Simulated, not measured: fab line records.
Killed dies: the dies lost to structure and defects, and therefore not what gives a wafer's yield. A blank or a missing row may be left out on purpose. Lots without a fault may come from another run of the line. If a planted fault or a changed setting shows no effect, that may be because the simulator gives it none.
fab line records -- flow gf180mcu
record: lots: 13, wafers: 38, lastDay: 34
route steps=602 shown HV_LDD@223 PSD@259 SAB@277 SALICIDE@281
lots that met no fault: taken from a fault-free run of the same line
startH: start of the lot's first displayed wafer, in hours after the record's first day -- waitH: hours elapsed since this lot's preceding step -- " repeats the value in the row above -- L1.1+2: a single row standing in for several wafers -- - no value, or no start given -- * or withheld: withheld -- < > ~ a bound
route shown NAME@n: NAME is a module with steps in the file, n the number in the route of the first one -- usual: average and standard deviation across the fault-free wafers -- same: alike in all rows -- chamber/n: place in a boat -- sites: each site's reading -- _std_site: how widely they spread, as a standard deviation -- _edge_site: inner sites' mean taken away from outer sites' mean -- radiusMm: for every site, how far away it sits from the centre of the wafer -- mask NAME#n: copy n -- behind: the most recent tool/chamber to have shaped the wafer -- hold: the reason the lot was held/the length of the hold in hours/how it ended -- device: transistor that didn't switch, given as n, p or np -- end of line: the tests these same wafers got at the end of their route -- a step with no rows: only its recipe -- killed: count of dies lost to structure and defects at first sort (not the wafer's yield) -- map: a wafer's dies, marking killed ones x, the rest . and places with no die _
set.NAME: the setting the step ran with; set.NAME@STEP: the setting that earlier step ran with -- model.NAME: the simulator's own value behind a step, which no gauge read
steps of the route over a sample of lots; a table a step, a row a wafer
services: the hour from which a tool's chamber was out of use, counted from the record's first day as startH (under 0 if before that day), plus the number of hours and why
== steps ==
step: GF_HV_LDD_OVL_MEAS_47
usual: HV_LDD_03_OVL: 0.5/1.4
lot.wafer,tool,chamber,startH,waitH,HV_LDD_03_OVL[nm]
L127.1,overlay-02,-,285.17,0.1,0.4
L127.4,overlay-02,-,285.17,0.1,1.7
L127.5,overlay-02,-,285.17,0.1,2.2
L128.2,overlay-01,-,295.83,0.1,-1.1
L128.3,overlay-01,-,295.83,0.1,-0.4
L128.6,overlay-01,-,295.83,0.1,-1.2
L136.3,overlay-01,-,341.68,0.1,3.1
L136.5,overlay-01,-,341.68,0.1,1.5
L137.2,overlay-02,-,354.67,0.1,1.8
L137.3,overlay-02,-,354.67,0.1,2.2
L137.4,overlay-02,-,354.67,0.1,1.0
L138.1,overlay-01,-,365.12,0.1,1.0
L138.3,overlay-01,-,365.12,0.1,-0.8
L138.6,overlay-01,-,365.12,0.1,0.7
L140.1,overlay-02,-,377.32,0.1,1.2
L140.4,overlay-02,-,377.32,0.1,1.5
L140.5,overlay-02,-,377.32,0.1,1.5
L141.1,overlay-01,-,384.27,0.1,1.6
L141.3,overlay-01,-,384.27,0.1,3.5
L141.6,overlay-01,-,384.27,0.1,2.7
L144.2,overlay-02,-,411.93,0.1,1.1
L144.3,overlay-02,-,411.93,0.1,0.6
L144.5,overlay-02,-,411.93,0.1,-1.8
L146.1,overlay-01,-,428.12,0.1,-1.3
L146.2,overlay-01,-,428.12,0.1,1.8
L146.4,overlay-01,-,428.12,0.1,-0.8
L147.1,overlay-01,-,435.31,0.1,0.2
L147.5,overlay-01,-,435.31,0.1,1.9
L147.6,overlay-01,-,435.31,0.1,0.6
L148.1,overlay-01,-,446.31,0.1,1.9
L148.5,overlay-01,-,446.31,0.1,-0.5
L148.6,overlay-01,-,446.31,0.1,1.2
L149.2,overlay-01,-,449.02,0.1,-1.2
L149.3,overlay-01,-,449.02,0.1,0.9
L149.4,overlay-01,-,449.02,0.1,-0.7
L150.1,overlay-02,-,458.87,0.1,-3.1
L150.4,overlay-02,-,458.87,0.1,-1.6
L150.5,overlay-02,-,458.87,0.1,0.4
step: GF_PSD_TW_MEAS_11
usual: PSD_TW: 3160/29
lot.wafer,tool,chamber,startH,waitH,PSD_TW
L127.1,filmMetro-01,-,330.10,0.1,3174
L127.4,filmMetro-01,-,330.10,0.1,3194
L127.5,filmMetro-01,-,330.10,0.1,3187
L128.2,filmMetro-01,-,341.90,0.1,3159
L128.3,filmMetro-01,-,341.90,0.1,3160
L128.6,filmMetro-01,-,341.90,0.1,3176
L136.3,filmMetro-02,-,388.82,0.1,3146
L136.5,filmMetro-02,-,388.82,0.1,3152
L137.2,filmMetro-02,-,403.90,0.1,3132
L137.3,filmMetro-02,-,403.90,0.1,3155
L137.4,filmMetro-02,-,403.90,0.1,3137
L138.1,filmMetro-02,-,415.25,0.1,3110
L138.3,filmMetro-02,-,415.25,0.1,3112
L138.6,filmMetro-02,-,415.25,0.1,3121
L140.1,filmMetro-02,-,427.85,0.1,3113
L140.4,filmMetro-02,-,427.85,0.1,3117
L140.5,filmMetro-02,-,427.85,0.1,3114
L141.1,filmMetro-04,-,434.84,0.1,3204
L141.3,filmMetro-04,-,434.84,0.1,3198
L141.6,filmMetro-04,-,434.84,0.1,3204
L144.2,filmMetro-04,-,464.81,0.1,3173
L144.3,filmMetro-04,-,464.81,0.1,3188
L144.5,filmMetro-04,-,464.81,0.1,3173
L146.1,filmMetro-01,-,480.57,0.1,3193
L146.2,filmMetro-01,-,480.57,0.1,3177
L146.4,filmMetro-01,-,480.57,0.1,3189
L147.1,filmMetro-02,-,487.29,0.1,3114
L147.5,filmMetro-02,-,487.29,0.1,3125
L147.6,filmMetro-02,-,487.29,0.1,3123
L148.1,filmMetro-02,-,497.14,0.1,3137
L148.5,filmMetro-02,-,497.14,0.1,3131
L148.6,filmMetro-02,-,497.14,0.1,3132
L149.2,filmMetro-02,-,501.60,0.1,3121
L149.3,filmMetro-02,-,501.60,0.1,3135
L149.4,filmMetro-02,-,501.60,0.1,3120
L150.1,filmMetro-02,-,510.10,0.1,3122
L150.4,filmMetro-02,-,510.10,0.1,3109
L150.5,filmMetro-02,-,510.10,0.1,3117
step: GF_SAB_STRIP_13
recipe: chemistry: O2/N2, powerW: 1400, pressureMtorr: 1500, platenTempC: 250, o2FlowSccm: 3000, n2FlowSccm: 300, overashFraction: 0.5
usual: drypumpMotorCurrentA: 5.7/0.36, heaterPowerW: 317/20, oesProductAu: 0.710/0.0042, stripTimeToEndpointS: 12.60/0.037
lot.wafer,tool,chamber,startH,waitH,drypumpMotorCurrentA,heaterPowerW,oesProductAu,rfHoursCounterH,stripTimeToEndpointS
L127.1,plasmaAsher-04,0,352.15,0.0,6.1,316,0.707,73,12.60
L127.4,plasmaAsher-04,1,352.15,0.0,5.1,291,0.709,-,12.60
L127.5,plasmaAsher-04,1,352.15,0.0,5.1,286,0.710,-,12.62
L128.2,plasmaAsher-02,0,363.92,0.0,6.0,309,0.712,21,12.54
L128.3,plasmaAsher-02,0,363.92,0.0,6.0,297,0.709,-,12.52
L128.6,plasmaAsher-02,0,363.92,0.0,6.0,307,0.704,-,12.55
L136.3,plasmaAsher-02,1,412.27,0.0,5.7,355,0.708,-,12.59
L136.5,plasmaAsher-02,0,412.27,0.0,6.0,308,0.709,-,12.62
L137.2,plasmaAsher-01,0,428.65,0.0,5.9,323,0.711,66,12.62
L137.3,plasmaAsher-01,1,428.65,0.0,5.3,311,0.709,-,12.57
L137.4,plasmaAsher-01,0,428.65,0.0,5.9,325,0.712,-,12.58
L138.1,plasmaAsher-01,1,439.90,0.0,5.3,301,0.706,68,12.61
L138.3,plasmaAsher-01,0,439.90,0.0,5.9,331,0.706,-,12.62
L138.6,plasmaAsher-01,1,439.90,0.0,5.3,299,0.712,-,12.64
L140.1,plasmaAsher-04,1,452.95,0.0,5.1,294,0.707,2,12.57
L140.4,plasmaAsher-04,0,452.95,0.0,6.1,328,0.713,-,12.54
L140.5,plasmaAsher-04,0,452.95,0.0,6.1,338,0.710,-,12.57
L141.1,plasmaAsher-04,1,459.61,0.0,5.1,289,0.719,3,12.66
L141.3,plasmaAsher-04,1,459.61,0.0,5.1,285,0.707,-,12.64
L141.6,plasmaAsher-04,0,459.61,0.0,6.1,331,0.702,-,12.57
L144.2,plasmaAsher-01,1,489.90,0.0,5.3,306,0.709,72,12.58
L144.3,plasmaAsher-01,0,489.90,0.0,5.9,331,0.709,-,12.61
L144.5,plasmaAsher-01,1,489.90,0.0,5.3,301,0.707,-,12.59
L146.1,plasmaAsher-04,1,505.24,0.0,5.1,295,0.711,8,12.57
L146.2,plasmaAsher-04,0,505.24,0.0,6.1,332,0.711,8,12.59
L146.4,plasmaAsher-04,1,505.24,0.0,5.1,285,0.717,-,12.58
L147.1,plasmaAsher-01,1,511.04,0.0,5.3,315,0.706,74,12.65
L147.5,plasmaAsher-01,0,511.04,0.0,5.9,330,0.706,-,12.61
L147.6,plasmaAsher-01,1,511.04,0.0,5.3,301,0.722,-,12.67
L148.1,plasmaAsher-02,1,521.01,0.0,5.7,356,0.706,38,12.63
L148.5,plasmaAsher-02,0,521.01,0.0,6.0,304,0.705,-,12.66
L148.6,plasmaAsher-02,1,521.01,0.0,5.7,345,0.719,-,12.64
L149.2,plasmaAsher-04,0,525.68,0.0,6.1,330,0.707,10,12.59
L149.3,plasmaAsher-04,1,525.68,0.0,5.1,298,0.704,-,12.57
L149.4,plasmaAsher-04,0,525.68,0.0,6.1,329,0.711,-,12.61
L150.1,plasmaAsher-02,1,533.95,0.0,5.7,349,0.717,39,12.60
L150.4,plasmaAsher-02,1,533.95,0.0,5.7,347,0.712,-,12.59
L150.5,plasmaAsher-02,0,533.95,0.0,6.0,308,0.712,-,12.56
step: GF_SALICIDE_SPUTTER_03
recipe: material: TiN, targetThkNm: 20, powerW: 6500, timeS: 16.7, chamberPressurePa: 0.4
usual: throttleValvePct: 30.0/0.85
lot.wafer,tool,chamber,startH,waitH,throttleValvePct
L127.1,pvdSputter-01,-,352.37,0.0,29.5
L127.4,pvdSputter-01,-,352.37,0.0,30.3
L127.5,pvdSputter-01,-,352.37,0.0,30.0
L128.2,pvdSputter-01,-,364.13,0.0,30.1
L128.3,pvdSputter-01,-,364.13,0.0,30.1
L128.6,pvdSputter-01,-,364.13,0.0,30.5
L136.3,pvdSputter-02,-,412.46,0.0,30.3
L136.5,pvdSputter-02,-,412.46,0.0,30.4
L137.2,pvdSputter-02,-,428.87,0.0,29.6
L137.3,pvdSputter-02,-,428.87,0.0,30.3
L137.4,pvdSputter-02,-,428.87,0.0,28.6
L138.1,pvdSputter-02,-,440.12,0.0,30.4
L138.3,pvdSputter-02,-,440.12,0.0,29.3
L138.6,pvdSputter-02,-,440.12,0.0,30.4
L140.1,pvdSputter-04,-,453.17,0.0,30.5
L140.4,pvdSputter-04,-,453.17,0.0,30.8
L140.5,pvdSputter-04,-,453.17,0.0,30.8
L141.1,pvdSputter-01,-,459.83,0.0,29.1
L141.3,pvdSputter-01,-,459.83,0.0,30.0
L141.6,pvdSputter-01,-,459.83,0.0,30.6
L144.2,pvdSputter-01,-,490.12,0.0,30.5
L144.3,pvdSputter-01,-,490.12,0.0,29.1
L144.5,pvdSputter-01,-,490.12,0.0,30.6
L146.1,pvdSputter-04,-,505.51,0.0,32.5
L146.2,pvdSputter-04,-,505.51,0.0,28.9
L146.4,pvdSputter-04,-,505.51,0.0,30.8
L147.1,pvdSputter-02,-,511.25,0.0,30.8
L147.5,pvdSputter-02,-,511.25,0.0,29.5
L147.6,pvdSputter-02,-,511.25,0.0,28.5
L148.1,pvdSputter-02,-,521.22,0.0,29.4
L148.5,pvdSputter-02,-,521.22,0.0,28.5
L148.6,pvdSputter-02,-,521.22,0.0,30.9
L149.2,pvdSputter-01,-,525.90,0.0,30.1
L149.3,pvdSputter-01,-,525.90,0.0,30.7
L149.4,pvdSputter-01,-,525.90,0.0,29.9
L150.1,pvdSputter-04,-,534.20,0.0,29.2
L150.4,pvdSputter-04,-,534.20,0.0,30.2
L150.5,pvdSputter-04,-,534.20,0.0,31.1
step: GF_SALICIDE_RS_MEAS_04
recipe: thkMeasGauge: four-point-probe, reads: TiN_of_SALICIDE_SPUTTER_03+Co_of_SALICIDE_SPUTTER_02
usual: SALICIDE_TIN_RS: 16.49/0.29
lot.wafer,tool,chamber,startH,waitH,SALICIDE_TIN_RS[ohm/sq]
L127.1,filmMetro-02,-,352.39,0.0,16.67
L127.4,filmMetro-02,-,352.39,0.0,16.92
L127.5,filmMetro-02,-,352.39,0.0,17.09
L128.2,filmMetro-01,-,364.18,0.0,16.78
L128.3,filmMetro-01,-,364.18,0.0,16.56
L128.6,filmMetro-01,-,364.18,0.0,16.86
L136.3,filmMetro-01,-,412.52,0.1,13.60
L136.5,filmMetro-01,-,412.52,0.1,16.50
L137.2,filmMetro-03,-,428.92,0.0,13.85
L137.3,filmMetro-03,-,428.92,0.0,13.64
L137.4,filmMetro-03,-,428.92,0.0,16.65
L138.1,filmMetro-02,-,440.15,0.0,16.64
L138.3,filmMetro-02,-,440.15,0.0,13.68
L138.6,filmMetro-02,-,440.15,0.0,16.56
L140.1,filmMetro-03,-,453.20,0.0,15.97
L140.4,filmMetro-03,-,453.20,0.0,16.02
L140.5,filmMetro-03,-,453.20,0.0,16.14
L141.1,filmMetro-01,-,459.85,0.0,16.26
L141.3,filmMetro-01,-,459.85,0.0,16.76
L141.6,filmMetro-01,-,459.85,0.0,16.59
L144.2,filmMetro-01,-,490.16,0.0,16.45
L144.3,filmMetro-01,-,490.16,0.0,16.06
L144.5,filmMetro-01,-,490.16,0.0,16.35
L146.1,filmMetro-03,-,505.53,0.0,16.46
L146.2,filmMetro-03,-,505.53,0.0,16.13
L146.4,filmMetro-03,-,505.53,0.0,16.40
L147.1,filmMetro-01,-,511.28,0.0,16.60
L147.5,filmMetro-01,-,511.28,0.0,16.24
L147.6,filmMetro-01,-,511.28,0.0,16.50
L148.1,filmMetro-03,-,521.25,0.0,16.23
L148.5,filmMetro-03,-,521.25,0.0,16.48
L148.6,filmMetro-03,-,521.25,0.0,16.59
L149.2,filmMetro-02,-,525.95,0.0,16.34
L149.3,filmMetro-02,-,525.95,0.0,16.39
L149.4,filmMetro-02,-,525.95,0.0,16.09
L150.1,filmMetro-03,-,534.26,0.0,16.18
L150.4,filmMetro-03,-,534.26,0.0,16.38
L150.5,filmMetro-03,-,534.26,0.0,16.18
step: GF_SALICIDE_THK_MEAS_05
recipe: thkMeasGauge: xrf, reads: TiN_of_SALICIDE_SPUTTER_03
usual: SALICIDE_TIN_THK: 20.19/0.22
lot.wafer,tool,chamber,startH,waitH,SALICIDE_TIN_THK[nm]
L127.1,filmMetro-02,-,352.51,0.1,20.18
L127.4,filmMetro-02,-,352.51,0.1,20.14
L127.5,filmMetro-02,-,352.51,0.1,20.16
L128.2,filmMetro-01,-,364.29,0.1,20.07
L128.3,filmMetro-01,-,364.29,0.1,20.04
L128.6,filmMetro-01,-,364.29,0.1,19.93
L136.3,filmMetro-01,-,412.62,0.1,31.32
L136.5,filmMetro-01,-,412.62,0.1,20.16
L137.2,filmMetro-03,-,429.03,0.1,31.43
L137.3,filmMetro-03,-,429.03,0.1,31.62
L137.4,filmMetro-03,-,429.03,0.1,20.29
L138.1,filmMetro-02,-,440.27,0.1,20.13
L138.3,filmMetro-02,-,440.27,0.1,31.36
L138.6,filmMetro-02,-,440.27,0.1,20.19
L140.1,filmMetro-03,-,453.32,0.1,20.26
L140.4,filmMetro-03,-,453.32,0.1,20.23
L140.5,filmMetro-03,-,453.32,0.1,20.22
L141.1,filmMetro-01,-,459.97,0.1,20.32
L141.3,filmMetro-01,-,459.97,0.1,20.31
L141.6,filmMetro-01,-,459.97,0.1,20.35
L144.2,filmMetro-01,-,490.27,0.1,20.36
L144.3,filmMetro-01,-,490.27,0.1,20.31
L144.5,filmMetro-01,-,490.27,0.1,20.35
L146.1,filmMetro-03,-,505.65,0.1,20.60
L146.2,filmMetro-03,-,505.65,0.1,20.53
L146.4,filmMetro-03,-,505.65,0.1,20.53
L147.1,filmMetro-01,-,511.40,0.1,19.77
L147.5,filmMetro-01,-,511.40,0.1,20.09
L147.6,filmMetro-01,-,511.40,0.1,20.06
L148.1,filmMetro-03,-,521.37,0.1,20.30
L148.5,filmMetro-03,-,521.37,0.1,20.53
L148.6,filmMetro-03,-,521.37,0.1,20.34
L149.2,filmMetro-02,-,526.06,0.1,20.49
L149.3,filmMetro-02,-,526.06,0.1,20.28
L149.4,filmMetro-02,-,526.06,0.1,20.36
L150.1,filmMetro-03,-,534.38,0.1,20.10
L150.4,filmMetro-03,-,534.38,0.1,20.16
L150.5,filmMetro-03,-,534.38,0.1,19.89
== services ==
tool,chamber,startH,hours,kind
pvdSputter-01,-,331.00,2.4,repair
pvdSputter-01,1,374.48,-,consumableReplace:kit
pvdSputter-01,1,374.48,18.0,scheduledDown
pvdSputter-01,1,374.48,18.0,ventCycle
pvdSputter-01,-,409.24,3.5,repair
plasmaAsher-04,-,421.25,9.0,pm
plasmaAsher-04,0,421.25,9.0,ventCycle
plasmaAsher-04,1,421.25,9.0,ventCycle
plasmaAsher-04,0,430.25,-,clean
plasmaAsher-04,1,430.25,-,clean
plasmaAsher-01,-,450.92,15.6,pm
pvdSputter-02,-,456.71,5.6,repair
pvdSputter-04,-,473.70,3.5,repair
plasmaAsher-02,-,476.46,0.6,repair
plasmaAsher-02,-,478.88,2.8,pm
plasmaAsher-02,-,484.06,7.2,repair
pvdSputter-04,-,485.07,4.6,repair
pvdSputter-01,-,499.38,2.2,repair
== key ==
firstSign: step: GF_SALICIDE_RS_MEAS_04, reading: SALICIDE_TIN_RS, direction: down, sigmas: 9.6, usual: 16.49, struck: 13.69
effect: step: GF_SALICIDE_THK_MEAS_05, reading: SALICIDE_TIN_THK, direction: up, sigmas: 51, usual: 20.19, struck: 31.43
metAt GF_SALICIDE_SPUTTER_03
struckLots L136,L137,L138
struckWafers L136.3,L137.2,L137.3,L138.3
testerLeftOut L136,L137,L138
notActingAt GF_HV_LDD_OVL_MEAS_47,GF_PSD_TW_MEAS_11,GF_SAB_STRIP_13
fault: kind: processParameterDrift, tool: pvdSputter-02, chamber: -, onsetH: 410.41, steps: GF_SALICIDE_SPUTTER_03, channel: targetThkNm, offset: 11.124, shape: step, endH: 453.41, scope: struckWafersOnly, actsIn: theseRecipesOnly, stated: 20
testerLeftOut: of these lots the tester's yield and bins aren't shown, on N5 and GAA mostly nor the transistor test; their killed dies are dies lost to structure and defects alone, not to doping, threshold or leakage, so they don't give the yield
